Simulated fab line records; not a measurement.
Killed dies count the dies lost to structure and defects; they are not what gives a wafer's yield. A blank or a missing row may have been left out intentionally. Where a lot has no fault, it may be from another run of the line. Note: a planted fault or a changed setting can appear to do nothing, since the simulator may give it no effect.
fab line records    flow sky130
[record] lots = 6  wafers = 18  last-day = 51
route steps=708 shown METAL5@662 PAD_OPEN@708
lots that met no fault: taken from a fault-free run of the same line
start-h: hours from the record's first day to the start of the lot's first wafer shown    wait-h: how many hours have passed since the lot's step before this one    " as in the row above    L1.1+2: several wafers, shown together as one row    - no value present, or no start provided    * or withheld: withheld    < > ~ a bound
route shown NAME@n: names a module that has steps shown in the file, with the first one's number in the route    usual: mean and standard deviation over wafers with no fault    same: alike in all rows    chamber/n: place in a boat    sites: the reading at each site    _std_site: how widely they spread, as a standard deviation    _edge_site: inner sites' mean taken away from outer sites' mean    radius-mm: for every site, how far away it sits from the centre of the wafer    mask NAME#n: copy n    behind: the most recent tool/chamber to have shaped the wafer    hold: cause of the lot's hold/its duration in hours/its outcome    device: names the non-switching transistor (n, p or np)    end of line: tests run on the same wafers once the route is complete    a step given without rows: its recipe and nothing more    killed: dies lost to structure and defects at the first sort, not the wafer's yield    map: per-die view of a wafer (x killed, . not killed, _ where there is no die)
set.NAME: the setting the step ran with; set.NAME@STEP: the setting that earlier step ran with    model.NAME: the simulator's own value behind a step, which no gauge read
lots at some steps of the route; a table a step, a row a wafer
services: when a tool's chamber went out of use (start-h, in hours from the record's first day, below 0 if earlier), for how many hours, and the reason
[[steps]]
[step SKY_METAL5_SPUTTER_01]
[recipe] material = TiN  target-thk-nm = 20  power-w = 6500  time-s = 16.7  chamber-pressure-pa = 0.4
[usual] throttle-valve-pct = 29.5/1
[same] time-s = 16.7
lot.wafer  tool            chamber  start-h  wait-h  throttle-valve-pct
L256.1     pvd-sputter-02  -        1017.78  0.0     30.3
L256.5     "               -        "        "       30.2
L256.6     "               -        "        "       30.3
L266.2     pvd-sputter-01  -        1097.44  0.0     29.4
L266.3     "               -        "        "       29.8
L266.4     "               -        "        "       30.2
L269.1     pvd-sputter-04  -        1105.62  0.0     30.7
L269.4     "               -        "        "       30.4
L269.6     "               -        "        "       28.8
L270.1     pvd-sputter-01  -        1115.65  0.0     30.9
L270.4     "               -        "        "       30.5
L270.6     "               -        "        "       29.4
L273.1     pvd-sputter-02  -        1131.54  0.0     27.3
L273.2     "               -        "        "       28.5
L273.5     "               -        "        "       30.0
L278.1     pvd-sputter-01  -        1161.60  0.0     31.2
L278.2     "               -        "        "       29.2
L278.3     "               -        "        "       30.3
[step SKY_METAL5_SPUTTER_02]
[recipe] material = AlCu  target-thk-nm = 1150  power-w = 10600  time-s = 61.2  chamber-pressure-pa = 0.4
[usual] throttle-valve-pct = 29.5/1.1
[same] time-s = 61.2
lot.wafer  tool            chamber  start-h  wait-h  throttle-valve-pct
L256.1     pvd-sputter-02  -        1017.80  0.0     30.2
L256.5     "               -        "        "       29.8
L256.6     "               -        "        "       30.4
L266.2     pvd-sputter-01  -        1097.46  0.0     29.4
L266.3     "               -        "        "       29.8
L266.4     "               -        "        "       30.4
L269.1     pvd-sputter-04  -        1105.65  0.0     30.6
L269.4     "               -        "        "       30.8
L269.6     "               -        "        "       28.9
L270.1     pvd-sputter-01  -        1115.68  0.0     30.9
L270.4     "               -        "        "       30.5
L270.6     "               -        "        "       29.8
L273.1     pvd-sputter-02  -        1131.56  0.0     27.2
L273.2     "               -        "        "       28.1
L273.5     "               -        "        "       30.7
L278.1     pvd-sputter-01  -        1161.63  0.0     30.8
L278.2     "               -        "        "       29.3
L278.3     "               -        "        "       30.4
[step SKY_METAL5_SPUTTER_03]
[recipe] material = Ti  target-thk-nm = 5  power-w = 3000  time-s = 3.3  chamber-pressure-pa = 0.4
[usual] throttle-valve-pct = 29.6/1
[same] time-s = 3.3
lot.wafer  tool            chamber  start-h  wait-h  throttle-valve-pct
L256.1     pvd-sputter-02  -        1017.85  0.0     30.3
L256.5     "               -        "        "       30.1
L256.6     "               -        "        "       30.4
L266.2     pvd-sputter-01  -        1097.51  0.0     29.6
L266.3     "               -        "        "       29.9
L266.4     "               -        "        "       30.5
L269.1     pvd-sputter-04  -        1105.70  0.0     30.6
L269.4     "               -        "        "       30.8
L269.6     "               -        "        "       28.9
L270.1     pvd-sputter-01  -        1115.73  0.0     31.1
L270.4     "               -        "        "       30.5
L270.6     "               -        "        "       29.7
L273.1     pvd-sputter-02  -        1131.61  0.0     27.3
L273.2     "               -        "        "       28.4
L273.5     "               -        "        "       30.0
L278.1     pvd-sputter-01  -        1161.68  0.0     30.9
L278.2     "               -        "        "       29.5
L278.3     "               -        "        "       30.3
[step SKY_METAL5_SPUTTER_04]
[recipe] material = TiN  target-thk-nm = 70  power-w = 6500  time-s = 58.3  chamber-pressure-pa = 0.4
[usual] throttle-valve-pct = 29.5/1
[same] time-s = 58.3
lot.wafer  tool            chamber  start-h  wait-h  throttle-valve-pct
L256.1     pvd-sputter-02  -        1017.87  0.0     30.0
L256.5     "               -        "        "       29.8
L256.6     "               -        "        "       30.3
L266.2     pvd-sputter-01  -        1097.53  0.0     29.6
L266.3     "               -        "        "       29.6
L266.4     "               -        "        "       30.1
L269.1     pvd-sputter-04  -        1105.71  0.0     30.4
L269.4     "               -        "        "       30.4
L269.6     "               -        "        "       28.7
L270.1     pvd-sputter-01  -        1115.74  0.0     31.1
L270.4     "               -        "        "       30.1
L270.6     "               -        "        "       29.5
L273.1     pvd-sputter-02  -        1131.63  0.0     27.2
L273.2     "               -        "        "       28.4
L273.5     "               -        "        "       30.2
L278.1     pvd-sputter-01  -        1161.70  0.0     31.1
L278.2     "               -        "        "       29.4
L278.3     "               -        "        "       30.2
[step SKY_METAL5_RS_MEAS_05]
[recipe] thk-meas-gauge = four-point-probe  reads = TiN_of_METAL5_SPUTTER_04+Ti_of_METAL5_SPUTTER_03+AlCu_of_METAL5_SPUTTER_02+TiN_of_METAL5_SPUTTER_01+Ti_of_METAL5_SPUTTER_00
[usual] METAL5_ALCU_RS = 0.0271/0.00032
lot.wafer  tool           chamber  start-h  wait-h  METAL5_ALCU_RS[ohm/sq]
L256.1     film-metro-01  -        1017.92  0.0     0.0270
L256.5     "              -        "        "       0.0266
L256.6     "              -        "        "       0.0270
L266.2     film-metro-01  -        1097.60  0.0     0.0272
L266.3     "              -        "        "       0.0271
L266.4     "              -        "        "       0.0275
L269.1     film-metro-03  -        1105.76  0.0     0.0276
L269.4     "              -        "        "       0.0274
L269.6     "              -        "        "       0.0274
L270.1     film-metro-04  -        1115.79  0.0     0.0276
L270.4     "              -        "        "       0.0275
L270.6     "              -        "        "       0.0272
L273.1     film-metro-03  -        1131.68  0.0     0.0271
L273.2     "              -        "        "       0.0269
L273.5     "              -        "        "       0.0273
L278.1     film-metro-03  -        1161.75  0.0     0.0274
L278.2     "              -        "        "       0.0268
L278.3     "              -        "        "       0.0272
[step SKY_METAL5_THK_MEAS_06]
[recipe] thk-meas-gauge = xrf  reads = AlCu_of_METAL5_SPUTTER_02
[usual] METAL5_ALCU_THK = 1166/16
lot.wafer  tool           chamber  start-h  wait-h  METAL5_ALCU_THK[nm]
L256.1     film-metro-01  -        1018.04  0.1     1168
L256.5     "              -        "        "       1180
L256.6     "              -        "        "       1166
L266.2     film-metro-01  -        1097.71  0.1     1157
L266.3     "              -        "        "       1166
L266.4     "              -        "        "       1158
L269.1     film-metro-03  -        1105.88  0.1     1147
L269.4     "              -        "        "       1156
L269.6     "              -        "        "       1141
L270.1     film-metro-04  -        1115.91  0.1     1142
L270.4     "              -        "        "       1144
L270.6     "              -        "        "       1157
L273.1     film-metro-03  -        1131.80  0.1     1152
L273.2     "              -        "        "       1162
L273.5     "              -        "        "       1142
L278.1     film-metro-03  -        1161.87  0.1     1147
L278.2     "              -        "        "       1170
L278.3     "              -        "        "       1155
[step SKY_METAL5_DEHYDRATE_07]
[recipe] temp-c = 200  time-s = 60
[step SKY_METAL5_HMDS_08]
[recipe] prime-time-s = 60  prime-temp-c = 120
[step SKY_METAL5_COAT_09]
[recipe] resist = NOVOLAK  spin-rpm = 3000  resist-thk-nm = 1800
[step SKY_METAL5_SOFTBAKE_10]
[recipe] temp-c = 90  time-s = 60  resist = NOVOLAK
[step SKY_METAL5_EXPOSE_11]
[recipe] mask-id = MM5  na = 0.6  source-shape = conventional  sigma-outer = 0.6  polarization = unpolarized  target-cd-nm = 1600  dose-mj = 190
[step SKY_METAL5_PEB_12]
[recipe] temp-c = withheld  time-s = *  resist = NOVOLAK
[step SKY_METAL5_DEVELOP_13]
[recipe] resist = NOVOLAK  developer = TMAH  develop-time-s = 60  dev-temp-c = 23
lot.wafer   tool            chamber  start-h  wait-h
L256.1+5+6  litho-track-02  0        1040.52  0.1
L266.2+3+4  litho-track-04  0        1116.84  0.1
L269.1+4+6  litho-track-04  0        1125.57  0.1
L270.1+4+6  litho-track-04  0        1135.17  0.1
L273.1+2+5  litho-track-02  0        1150.52  0.1
L278.1+2+3  litho-track-01  0        1179.11  0.1
[step SKY_METAL5_DESCUM_14]
[recipe] chemistry = O2  source-power-w = 150  bias-power-w = 0  pressure-mtorr = 10  temp-c = 40  time-s = 11
[usual] drypump-motor-current-A = 5.61/0.27  he-backside-leak-sccm = 3.26/0.19  oes-product-au = 1.003/0.01
[same] bias-power-w = 0  time-s = 11
lot.wafer  tool          chamber  start-h  wait-h  drypump-motor-current-A  he-backside-leak-sccm  oes-product-au  rf-hours-counter-h  model.METAL5.cd-nm
L256.1     rie-metal-04  0        1040.67  0.1     5.45                     3.34                   1.011           20                  1602
L256.5     "             1        "        "       5.17                     2.96                   0.997           -                   1600
L256.6     "             0        "        "       5.43                     3.37                   1.013           -                   1603
L266.2     rie-metal-02  1        1116.97  0.1     5.49                     3.14                   0.996           25                  1603
L266.3     "             0        "        "       6.03                     3.31                   0.993           -                   1604
L266.4     "             1        "        "       5.48                     3.42                   1.007           -                   1603
L269.1     rie-metal-02  1        1125.72  0.1     5.49                     3.06                   1.004           25                  1659
L269.4     "             0        "        "       6.00                     3.66                   0.990           -                   1659
L269.6     "             0        "        "       6.02                     3.68                   0.989           -                   1601
L270.1     rie-metal-02  0        1135.32  0.1     6.05                     3.49                   0.990           5                   1659
L270.4     "             0        "        "       6.04                     3.28                   0.993           -                   1658
L270.6     "             0        "        "       6.01                     3.22                   0.995           -                   1601
L273.1     rie-metal-04  0        1150.67  0.1     5.43                     3.29                   1.012           28                  1603
L273.2     "             1        "        "       5.15                     3.14                   0.998           23                  1601
L273.5     "             1        "        "       5.14                     3.05                   0.999           -                   1602
L278.1     rie-metal-02  0        1179.26  0.1     6.03                     3.27                   0.990           10                  1599
L278.2     "             0        "        "       6.03                     3.58                   0.986           -                   1599
L278.3     "             0        "        "       6.03                     3.70                   0.980           -                   1598
[step SKY_METAL5_METAL_ETCH_15]
[recipe] target-depth-a = 12600  stop-on = SiO2  over-etch-frac = 0.2  time-s = 252  chemistry = Cl2/BCl3  resist-sidewall-deg = 86  pressure-mtorr = 10  icp-w = 900  bias-w = 48.5  Cl2_flow_sccm = 60  bcl3-flow-sccm = 30
[usual] bcl3-flow-sccm = 29.99/0.091  drypump-motor-current-A = 5.61/0.27  he-backside-leak-sccm = 3.27/0.21  oes-product-au = 0.893/0.005  throttle-valve-pct = 22.262/0.0085
[same] time-s = 252
lot.wafer  tool          chamber  start-h  wait-h  bcl3-flow-sccm  drypump-motor-current-A  he-backside-leak-sccm  oes-product-au  rf-hours-counter-h  throttle-valve-pct  model.METAL5.cd-nm
L256.1     rie-metal-04  0        1040.70  0.0     29.98           5.48                     3.22                   0.894           20                  22.258              1595
L256.5     "             1        "        "       29.88           5.21                     2.91                   0.891           -                   22.270              1601
L256.6     "             0        "        "       29.99           5.45                     3.21                   0.889           -                   22.248              1596
L266.2     rie-metal-02  1        1117.00  0.0     29.93           5.47                     3.39                   0.883           25                  22.260              1600
L266.3     "             0        "        "       30.07           6.07                     3.34                   0.894           -                   22.282              1600
L266.4     "             1        "        "       30.10           5.48                     3.31                   0.902           -                   22.273              1602
L269.1     rie-metal-02  1        1125.75  0.0     29.84           5.46                     3.24                   0.896           25                  22.272              1657
L269.4     "             0        "        "       29.91           6.02                     3.23                   0.891           -                   22.258              1651
L269.6     "             0        "        "       29.85           6.02                     3.45                   0.899           -                   22.271              1598
L270.1     rie-metal-02  0        1135.35  0.0     29.96           6.06                     3.35                   0.891           5                   22.255              1650
L270.4     "             0        "        "       29.95           6.04                     4.51                   0.894           -                   22.269              1651
L270.6     "             0        "        "       29.99           6.02                     3.44                   0.888           -                   22.272              1592
L273.1     rie-metal-04  0        1150.72  0.0     29.99           5.47                     3.25                   0.889           28                  22.237              1597
L273.2     "             1        "        "       30.08           5.23                     3.22                   0.901           24                  22.266              1595
L273.5     "             1        "        "       30.02           5.22                     3.19                   0.896           -                   22.260              1603
L278.1     rie-metal-02  0        1179.33  0.1     30.00           6.05                     3.54                   0.900           10                  22.277              1599
L278.2     "             0        "        "       29.95           6.04                     3.56                   0.894           -                   22.264              1597
L278.3     "             0        "        "       30.14           6.04                     3.63                   0.889           -                   22.263              1593
[step SKY_METAL5_STRIP_16]
[recipe] chemistry = O2/N2  power-w = 1400  pressure-mtorr = 1500  platen-temp-c = withheld  o2-flow-sccm = 3000  n2-flow-sccm = 300  overash-fraction = 0.5
[usual] drypump-motor-current-A = 5.2/0.42  n2-flow-sccm = 299.9/0.89  oes-product-au = 0.710/0.0045  strip-time-to-endpoint-s = 13.04/0.15
lot.wafer  tool             chamber  start-h  wait-h  drypump-motor-current-A  n2-flow-sccm  oes-product-au  rf-hours-counter-h  strip-time-to-endpoint-s
L256.1     plasma-asher-01  1        1040.94  0.2     4.7                      300.3         0.709           90                  12.97
L256.5     "                1        "        "       4.6                      301.2         0.710           -                   13.23
L256.6     "                0        "        "       5.9                      299.5         0.714           -                   13.10
L266.2     plasma-asher-01  1        1117.24  0.2     4.6                      299.1         0.716           98                  13.15
L266.3     "                0        "        "       5.9                      300.8         0.712           -                   13.25
L266.4     "                1        "        "       4.7                      298.1         0.712           -                   13.07
L269.1     plasma-asher-01  1        1125.99  0.2     4.6                      299.4         0.717           99                  13.16
L269.4     "                1        "        "       4.7                      299.9         0.704           -                   13.16
L269.6     "                1        "        "       4.7                      298.9         0.718           -                   13.13
L270.1     plasma-asher-04  0        1135.59  0.2     4.9                      299.6         0.709           39                  13.26
L270.4     "                1        "        "       5.2                      299.9         0.705           -                   13.22
L270.6     "                1        "        "       5.2                      300.2         0.710           -                   13.22
L273.1     plasma-asher-02  1        1151.03  0.2     5.4                      300.1         0.711           8                   12.82
L273.2     "                0        "        "       5.0                      299.7         0.709           8                   13.07
L273.5     "                1        "        "       5.4                      298.5         0.704           -                   13.08
L278.1     plasma-asher-02  0        1179.80  0.4     5.1                      301.7         0.708           11                  13.30
L278.2     "                1        "        "       5.4                      300.4         0.702           11                  13.31
L278.3     "                1        "        "       5.4                      299.4         0.707           -                   13.23
[step SKY_PAD_OPEN_PROBE_99]
[usual] defect-limited-yield = 82.3/1.8  killed_at_M0_to_M3 = 43/6  killed_at_M4_up = 3.2/1.9  killed-at-contacts = 25/5.4  killed-at-front-end = 15/4.5  killed-at-other = 0.3/0.59  killed-dies = 87/8.7  killed-open = 47/6.7  killed-short = 39/5.7  sort_bin_3_pad_short = 0.9/0.43  sort_bin_5_function = 10.4/1.4  sort_bin_6_memory = 6.4/1.2  sort-n-pass = 405/8.7  sort-yield-pct = 82.3/1.8
[same] gross-dies = 492  killed-at-back-side = 0  sort_bin_4_leakage[%] = 0  sort_bin_8_speed[%] = 0
lot.wafer  tool       chamber  start-h  wait-h  defect-limited-yield[%]  killed_at_M0_to_M3  killed_at_M4_up  killed-at-contacts  killed-at-front-end  killed-at-other  killed-dies  killed-open  killed-short  sort_bin_3_pad_short[%]  sort_bin_5_function[%]  sort_bin_6_memory[%]  sort-n-pass  sort-yield-pct[%]  model.etest.met5.width-nm  model.etest.met5.line-ohm-um
L256.1     prober-02  -        1086.74  0.1     81.7                     43                  7                23                  16                   1                90           53           37            0.8                      11.2                    6.3                   402          81.7               1594                       0.01714
L256.5     prober-02  -        1086.94  0.2     81.1                     43                  4                28                  18                   0                93           49           44            0.6                      11.2                    7.1                   399          81.1               1602                       0.01677
L256.6     prober-02  -        1086.99  0.2     85.2                     34                  1                26                  10                   2                73           48           25            0.4                      8.3                     6.1                   419          85.2               1596                       0.01702
L266.2     prober-02  -        1160.04  0.1     84.6                     41                  3                24                  8                    0                76           31           45            1.4                      8.3                     5.7                   416          84.6               1602                       0.01706
L266.3     prober-02  -        1160.09  0.2     81.3                     48                  4                22                  17                   1                92           52           39            0.4                      10.6                    7.7                   400          81.3               1596                       0.01706
L266.4     prober-02  -        1160.14  0.2     82.7                     39                  4                29                  12                   1                85           52           33            1.4                      10.0                    5.9                   407          82.7               1601                       0.01721
L269.1     prober-01  -        1166.43  0.1     80.9                     46                  2                36                  10                   0                94           54           40            0.8                      10.8                    7.5                   398          80.9               1656                       0.01679
L269.4     prober-01  -        1166.58  0.2     80.1                     54                  1                27                  15                   1                98           64           34            1.2                      11.6                    7.1                   394          80.1               1651                       0.01649
L269.6     prober-01  -        1166.68  0.2     82.7                     41                  2                32                  10                   0                85           53           32            0.8                      10.4                    6.1                   407          82.7               1600                       0.01725
L270.1     prober-02  -        1176.09  0.1     83.3                     47                  3                15                  17                   0                82           48           34            1.6                      8.9                     6.1                   410          83.3               1651                       0.0169
L270.4     prober-02  -        1176.24  0.2     83.1                     38                  3                30                  12                   0                83           43           40            1.0                      9.8                     6.1                   409          83.1               1652                       0.01676
L270.6     prober-02  -        1176.34  0.2     82.5                     36                  4                32                  12                   2                86           48           36            0.6                      10.2                    6.7                   406          82.5               1594                       0.01709
L273.1     prober-01  -        1188.19  0.1     80.7                     49                  2                26                  18                   0                95           48           47            1.2                      10.4                    7.7                   397          80.7               1598                       0.01708
L273.2     prober-01  -        1188.24  0.1     78.5                     58                  5                18                  25                   0                106          56           50            1.2                      14.0                    6.3                   386          78.5               1594                       0.01675
L273.5     prober-01  -        1188.39  0.2     81.7                     44                  1                26                  19                   0                90           44           46            1.2                      11.4                    5.7                   402          81.7               1603                       0.01705
L278.1     prober-02  -        1213.44  0.1     83.1                     42                  6                27                  8                    0                83           45           38            0.8                      10.8                    5.3                   409          83.1               1601                       0.01715
L278.2     prober-02  -        1213.49  0.1     81.7                     47                  6                24                  13                   0                90           50           40            0.6                      11.0                    6.7                   402          81.7               1597                       0.01692
L278.3     prober-02  -        1213.54  0.2     80.5                     47                  0                34                  14                   1                96           56           39            1.2                      11.0                    7.3                   396          80.5               1592                       0.01718
// killed by level:class
L256.1 VIA1:geometric-particle:open=17 LI_CONTACT:geometric-particle:open=10 CONTACT:geometric-particle:open=7 METAL4:geometric-particle:short=6 METAL2:geometric-particle:short=6 POLY_GATE:geometric-particle:open=5 LI_CONTACT:geometric-particle:short=5 METAL1:geometric-particle:short=5
L256.5 LI_CONTACT:geometric-particle:open=11 VIA2:geometric-particle:open=9 CONTACT:geometric-particle:open=8 VIA1:geometric-particle:open=8 FIELD_ISO:geometric-particle:short=7 METAL1:geometric-particle:short=5 POLY_GATE:geometric-particle:short=4 LOCAL_INTERCONNECT:geometric-particle:short=4
L256.6 VIA1:geometric-particle:open=11 CONTACT:geometric-particle:open=9 LI_CONTACT:geometric-particle:open=8 VIA2:geometric-particle:short=5 VIA3:geometric-particle:open=5 LI_CONTACT:geometric-particle:short=4 VIA2:geometric-particle:open=4 FIELD_ISO:geometric-particle:open=3
L266.2 LOCAL_INTERCONNECT:geometric-particle:short=7 METAL1:geometric-particle:short=7 VIA1:geometric-particle:open=7 VIA3:geometric-particle:open=6 VIA2:geometric-particle:open=5 LI_CONTACT:geometric-particle:open=5 VIA2:geometric-particle:short=5 VIA3:geometric-particle:short=5
L266.3 VIA1:geometric-particle:open=11 CONTACT:geometric-particle:open=10 VIA3:geometric-particle:open=7 VIA2:geometric-particle:open=6 LI_CONTACT:geometric-particle:open=6 FIELD_ISO:geometric-particle:short=5 METAL2:geometric-particle:short=5 METAL1:geometric-particle:short=4
L266.4 CONTACT:geometric-particle:open=11 VIA1:geometric-particle:open=10 VIA3:geometric-particle:open=9 LI_CONTACT:geometric-particle:open=7 VIA3:geometric-particle:short=6 CONTACT:geometric-particle:short=5 FIELD_ISO:geometric-particle:short=4 VIA2:geometric-particle:open=4
L269.1 CONTACT:geometric-particle:open=17 VIA1:geometric-particle:open=16 METAL2:geometric-particle:short=7 VIA3:geometric-particle:open=6 LI_CONTACT:geometric-particle:open=5 LI_CONTACT:geometric-particle:short=5 CONTACT:geometric-particle:short=4 VIA1:geometric-particle:short=4
L269.4 VIA1:geometric-particle:open=18 CONTACT:geometric-particle:open=13 VIA2:geometric-particle:open=12 LI_CONTACT:geometric-particle:open=6 VIA1:geometric-particle:short=6 METAL1:geometric-particle:short=5 FIELD_ISO:geometric-particle:open=4 POLY_GATE:geometric-particle:short=4
L269.6 CONTACT:geometric-particle:open=13 VIA1:geometric-particle:open=12 LOCAL_INTERCONNECT:geometric-particle:short=8 VIA3:geometric-particle:open=6 POLY_GATE:geometric-particle:open=5 VIA2:geometric-particle:open=5 CONTACT:geometric-particle:short=4 VIA1:geometric-particle:short=4
L270.1 VIA1:geometric-particle:open=14 LI_CONTACT:geometric-particle:open=6 FIELD_ISO:geometric-particle:open=5 VIA2:geometric-particle:open=5 VIA3:geometric-particle:open=5 LOCAL_INTERCONNECT:geometric-particle:short=4 VIA2:geometric-particle:short=4 METAL1:geometric-particle:short=4
L270.4 CONTACT:geometric-particle:open=11 CONTACT:geometric-particle:short=10 VIA1:geometric-particle:open=10 LI_CONTACT:geometric-particle:open=6 FIELD_ISO:geometric-particle:short=5 VIA2:geometric-particle:short=5 VIA2:geometric-particle:open=5 METAL1:geometric-particle:short=4
L270.6 CONTACT:geometric-particle:open=15 VIA1:geometric-particle:open=9 POLY_GATE:geometric-particle:open=6 LI_CONTACT:geometric-particle:open=5 LOCAL_INTERCONNECT:geometric-particle:short=5 CONTACT:geometric-particle:short=5 VIA1:geometric-particle:short=5 VIA2:geometric-particle:open=5
L273.1 CONTACT:geometric-particle:open=15 VIA1:geometric-particle:open=11 FIELD_ISO:geometric-particle:short=8 LOCAL_INTERCONNECT:geometric-particle:short=6 METAL1:geometric-particle:short=6 VIA3:geometric-particle:open=6 METAL3:geometric-particle:short=6 VIA1:geometric-particle:short=5
L273.2 VIA1:geometric-particle:open=12 METAL1:geometric-particle:short=11 FIELD_ISO:geometric-particle:open=9 VIA1:geometric-particle:short=8 VIA3:geometric-particle:open=6 POLY_GATE:geometric-particle:short=5 POLY_GATE:geometric-particle:open=5 LI_CONTACT:geometric-particle:open=5
L273.5 VIA1:geometric-particle:open=12 CONTACT:geometric-particle:short=9 CONTACT:geometric-particle:open=7 VIA2:geometric-particle:open=7 VIA1:geometric-particle:short=7 POLY_GATE:geometric-particle:short=5 LI_CONTACT:geometric-particle:open=5 LOCAL_INTERCONNECT:geometric-particle:short=5
L278.1 VIA3:geometric-particle:open=11 CONTACT:geometric-particle:open=10 CONTACT:geometric-particle:short=8 LI_CONTACT:geometric-particle:open=5 METAL2:geometric-particle:short=5 VIA1:geometric-particle:open=5 VIA2:geometric-particle:open=5 VIA3:geometric-particle:short=5
L278.2 CONTACT:geometric-particle:open=13 VIA2:geometric-particle:open=8 VIA1:geometric-particle:open=8 VIA3:geometric-particle:open=6 METAL1:geometric-particle:short=6 METAL4:geometric-particle:short=5 METAL2:geometric-particle:short=4 VIA3:geometric-particle:short=4
L278.3 LI_CONTACT:geometric-particle:open=13 CONTACT:geometric-particle:open=11 VIA1:geometric-particle:open=9 METAL2:geometric-particle:short=7 VIA3:geometric-particle:open=7 FIELD_ISO:geometric-particle:open=6 VIA2:geometric-particle:open=6 VIA2:geometric-particle:short=6
[[services]]
tool             chamber  start-h  hours  kind
litho-track-04   -        1013.96  -      consumable-replace:filter
pvd-sputter-01   -        1019.09  2.4    repair
rie-metal-04     -        1023.55  2.8    pm
rie-metal-02     0        1044.71  -      clean
rie-metal-02     0        1044.71  23.0   scheduled-down
rie-metal-02     0        1044.71  23.0   vent-cycle
plasma-asher-02  -        1055.30  9.0    pm
plasma-asher-02  0        1055.30  9.0    vent-cycle
plasma-asher-02  1        1055.30  9.0    vent-cycle
plasma-asher-02  0        1064.30  -      clean
plasma-asher-02  1        1064.30  -      clean
litho-track-02   -        1136.78  -      consumable-replace:filter
plasma-asher-04  -        1157.19  3.5    repair
pvd-sputter-02   -        1159.99  2.1    repair
rie-metal-02     1        1160.21  -      clean
rie-metal-02     1        1160.21  -      consumable-replace:focus-ring
rie-metal-02     1        1160.21  23.3   scheduled-down
rie-metal-02     1        1160.21  23.3   vent-cycle
[[key]]
first-sign none at tools or gauges
[model-effect] step = SKY_METAL5_DESCUM_14  value = METAL5.cd-nm  without = 1602  struck = 1659
[model-effect] step = SKY_METAL5_METAL_ETCH_15  value = METAL5.cd-nm  without = 1595  struck = 1652
[model-effect] step = SKY_PAD_OPEN_PROBE_99  value = etest.met5.width-nm  without = 1596  struck = 1653
met-at SKY_METAL5_DEVELOP_13
struck-wafers L269.1,L269.4,L270.1,L270.4
onset-between 1116.84 1125.57
[fault] kind = process-parameter-drift  tool = litho-track-04  chamber = -  onset-h = 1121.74  steps = SKY_METAL5_DEVELOP_13  channel = develop-time-s  offset = *  shape = step  end-h = 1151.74  scope = struck-wafers-only  acts-in = *  stated = *
